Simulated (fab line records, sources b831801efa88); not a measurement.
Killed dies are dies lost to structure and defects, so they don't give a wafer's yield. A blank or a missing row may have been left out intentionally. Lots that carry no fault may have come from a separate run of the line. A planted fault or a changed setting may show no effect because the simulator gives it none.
Which tool was responsible? + flow sky130 + 6 lots (18 wafers sampled), 1 step of a 708-step route

== WHAT THE GAUGES SHOWED, per wafer ==
SKY_POLY_GATE_OVL_MEAS_14.
| lot  | measured     | on         | POLY_GATE_OVL (nm) |
|------|--------------|------------|--------------------|
| L272 | day 16 22:15 | overlay-01 | -5 4 -10           |
| L277 | day 18 20:21 | overlay-02 | 1 -2 -1            |
| L282 | day 20 14:36 | overlay-01 | 1 -1 6             |
| L285 | day 21 18:56 | overlay-01 | -6 -1 -5           |
| L291 | day 24 00:01 | overlay-01 | -7 -5 -2           |
| L293 | day 24 15:08 | overlay-02 | -11 -5 -4          |

== WHAT TOOL EACH LOT RAN ON (gives the tool, then ch and the chambers of the sampled wafers, and finally the start) ==
No process step before these readings appears in the record.

== THE ANSWER, worked out from the rows above alone ==
Rule: the lots themselves supply what counts as usual. Put in order of their means at a reading, lots are off if they are a third of the lots or fewer, leave a main group of 4 or more, and stand apart from it by a gap of 3 or more times the standard deviation of the main group's means; of several such gaps the widest counts. A main group is skipped when, at the precision printed for the reading in the tables above, its means are all equal. A lot without any number at a reading at which 4 lots or more have one is off too. The other lots that the step has rows for count as sound.
Across all readings shown, no lot is off: no conclusion can be drawn from this.

== WHAT THE SIMULATOR PUT IN ==
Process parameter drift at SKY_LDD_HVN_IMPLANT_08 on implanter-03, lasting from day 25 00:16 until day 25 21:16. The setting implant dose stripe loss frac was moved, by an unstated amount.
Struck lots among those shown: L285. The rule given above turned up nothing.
